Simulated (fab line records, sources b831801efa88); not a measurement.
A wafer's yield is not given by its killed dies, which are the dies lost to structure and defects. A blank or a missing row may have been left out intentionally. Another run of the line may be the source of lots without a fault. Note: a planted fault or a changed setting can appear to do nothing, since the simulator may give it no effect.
Which tool was responsible? | flow gf180mcu | 39 wafers from 13 lots sampled at 4 of the route's 602 steps

## WHAT EACH GAUGE READ, for each wafer
GF_HV_LDD_CD_MEAS_07 targets a cd of 400 nm. Usual: cd-nm reads 400.8 nm (standard deviation 2.5).
lot  | measured     | on        | cd-nm (nm)        | flag
L849 | day 10 11:05 | cd-sem-01 | 402.5 404.1 404.5 |
L851 | day 11 08:22 | cd-sem-02 | 403.2 402.8 401.3 |
L852 | day 11 11:11 | cd-sem-02 | 399.9 400.0 398.8 |
L856 | day 12 11:51 | cd-sem-02 | 399.7 400.7 399.2 |
L857 | day 12 17:32 | cd-sem-01 | 399.8 398.8 400.0 |
L862 | day 14 06:34 | cd-sem-02 | 395.6 395.2 395.2 |
L864 | day 14 21:32 | cd-sem-02 | 401.5 399.7 400.9 |
L865 | day 15 10:46 | cd-sem-01 | 404.4 402.8 402.4 |
L866 | day 15 16:46 | cd-sem-02 | 397.0 395.9 398.7 |
L867 | day 15 21:04 | cd-sem-02 | 402.6 402.2 403.5 |
L868 | day 16 01:25 | cd-sem-01 | 396.4 398.4 397.6 |
L870 | day 16 21:08 | cd-sem-02 | 402.7 401.3 401.6 |
L871 | day 17 02:41 | cd-sem-02 | 402.4 400.6 400.0 |

GF_HV_LDD_TW_MEAS_23. Usual: for HV_LDD_2_TW the level is 1053 and the standard deviation is 4.7.
lot  | measured     | on            | HV_LDD_2_TW    | flag
L849 | day 11 06:19 | film-metro-04 | 1056 1061 1060 |
L851 | day 12 03:50 | film-metro-01 | 1050 1051 1057 |
L852 | day 12 06:28 | film-metro-04 | 1051 1051 1054 |
L856 | day 13 07:50 | film-metro-01 | 1133 1138 1134 | OFF
L857 | day 13 13:48 | film-metro-01 | 1125 1135 1126 | OFF
L862 | day 15 04:10 | film-metro-04 | 1057 1051 1053 |
L864 | day 15 19:29 | film-metro-01 | 1055 1055 1055 |
L865 | day 16 09:17 | film-metro-01 | 1040 1053 1050 |
L866 | day 16 15:31 | film-metro-01 | 1054 1052 1051 |
L867 | day 16 19:25 | film-metro-04 | 1058 1056 1056 |
L868 | day 17 00:22 | film-metro-01 | 1053 1045 1052 |
L870 | day 17 20:17 | film-metro-03 | 1053 1053 1057 |
L871 | day 18 02:38 | film-metro-01 | 1056 1043 1043 |

## TOOL THAT RAN EACH LOT (tool first, then ch and the chambers of the sampled wafers, then the start)
lot  | GF_HV_LDD_IMPLANT_21            | GF_HV_LDD_STRIP_22
L849 | implanter-01 ch 0, day 11 06:04 | plasma-asher-03 ch 0,1, day 11 06:13
L851 | implanter-03 ch 0, day 12 03:35 | plasma-asher-03 ch 0,1, day 12 03:43
L852 | implanter-04 ch 0, day 12 06:13 | plasma-asher-03 ch 0,1, day 12 06:21
L856 | implanter-04 ch 0, day 13 07:37 | plasma-asher-01 ch 0,1, day 13 07:45
L857 | implanter-04 ch 0, day 13 13:33 | plasma-asher-01 ch 1, day 13 13:42
L862 | implanter-01 ch 0, day 15 03:55 | plasma-asher-01 ch 0,1, day 15 04:04
L864 | implanter-01 ch 0, day 15 19:14 | plasma-asher-02 ch 0,1, day 15 19:22
L865 | implanter-01 ch 0, day 16 09:02 | plasma-asher-01 ch 1, day 16 09:11
L866 | implanter-01 ch 0, day 16 15:16 | plasma-asher-03 ch 0,1, day 16 15:25
L867 | implanter-04 ch 0, day 16 19:10 | plasma-asher-03 ch 0,1, day 16 19:19
L868 | implanter-01 ch 0, day 17 00:07 | plasma-asher-03 ch 0,1, day 17 00:16
L870 | implanter-04 ch 0, day 17 20:02 | plasma-asher-01 ch 0,1, day 17 20:10
L871 | implanter-03 ch 0, day 18 02:23 | plasma-asher-02 ch 0,1, day 18 02:31
- GF_HV_LDD_IMPLANT_21
- GF_HV_LDD_STRIP_22: strips in O2/N2.

## AS READ BY THE TOOLS THEMSELVES (means over the sampled wafers that have a number; for cases with no such wafer, the mark the record gives instead)
GF_HV_LDD_IMPLANT_21. Usual: beam-energy-keV reads 25.000 (standard deviation 0.0065).
lot  | tool         | beam-energy-keV | flag
L849 | implanter-01 | 25.000          |
L851 | implanter-03 | 25.001          |
L852 | implanter-04 | 24.995          |
L856 | implanter-04 | 32.831          | OFF
L857 | implanter-04 | 32.826          | OFF
L862 | implanter-01 | 24.996          |
L864 | implanter-01 | 25.003          |
L865 | implanter-01 | 25.002          |
L866 | implanter-01 | 24.999          |
L867 | implanter-04 | 25.007          |
L868 | implanter-01 | 25.000          |
L870 | implanter-04 | 25.007          |
L871 | implanter-03 | 24.997          |

GF_HV_LDD_STRIP_22. Usual: drypump-motor-current-A 5.2 A, standard deviation 0.48; heater-power-w 344 W, standard deviation 32; oes-product-au 0.735 a.u., standard deviation 0.005; strip-time-to-endpoint-s 12.092 s, standard deviation 0.026.
lot  | tool            | drypump-motor-current-A (A) | heater-power-w (W) | oes-product-au (a.u.) | strip-time-to-endpoint-s (s) | flag
L849 | plasma-asher-03 | 4.8                         | 307                | 0.739                 | 12.105                       |
L851 | plasma-asher-03 | 4.8                         | 336                | 0.738                 | 12.103                       |
L852 | plasma-asher-03 | 4.8                         | 308                | 0.729                 | 12.075                       |
L856 | plasma-asher-01 | 5.4                         | 360                | 0.740                 | 12.089                       |
L857 | plasma-asher-01 | 5.6                         | 375                | 0.733                 | 12.070                       |
L862 | plasma-asher-01 | 5.4                         | 360                | 0.734                 | 12.039                       |
L864 | plasma-asher-02 | 5.7                         | 344                | 0.734                 | 12.076                       |
L865 | plasma-asher-01 | 5.6                         | 378                | 0.734                 | 12.073                       |
L866 | plasma-asher-03 | 4.9                         | 337                | 0.733                 | 12.129                       |
L867 | plasma-asher-03 | 4.8                         | 333                | 0.735                 | 12.082                       |
L868 | plasma-asher-03 | 4.8                         | 309                | 0.734                 | 12.091                       |
L870 | plasma-asher-01 | 5.5                         | 362                | 0.735                 | 12.073                       |
L871 | plasma-asher-02 | 5.2                         | 363                | 0.734                 | 12.137                       |

## THE ANSWER, worked out from the rows above alone
Rule: a lot is off if the mean of its wafers that have a number lies more than 3 standard deviations from the usual mean. A lot without any number at a reading at which 4 lots or more have one is off too. Any other lot the step has rows for is counted as sound. The gauges are gone through in route order, then the tools' own readings, and for those a lot's mean is taken as printed above. At the first step where some lot is off, the reading lying furthest off is the one used; lots without a number count as furthest.
Off: L856, L857, seen at GF_HV_LDD_TW_MEAS_23 (HV_LDD_2_TW).
A tool fits if, at a process step before that reading, it ran every lot that is off, and no sound lot after the first of them. The gauges at GF_HV_LDD_TW_MEAS_23 aren't tried: what is off there is off at GF_HV_LDD_IMPLANT_21 too, on other tools, and a gauge's error can't cause that. Not one of the candidates tried fits.

## WHAT THE SIMULATOR HAD PUT IN
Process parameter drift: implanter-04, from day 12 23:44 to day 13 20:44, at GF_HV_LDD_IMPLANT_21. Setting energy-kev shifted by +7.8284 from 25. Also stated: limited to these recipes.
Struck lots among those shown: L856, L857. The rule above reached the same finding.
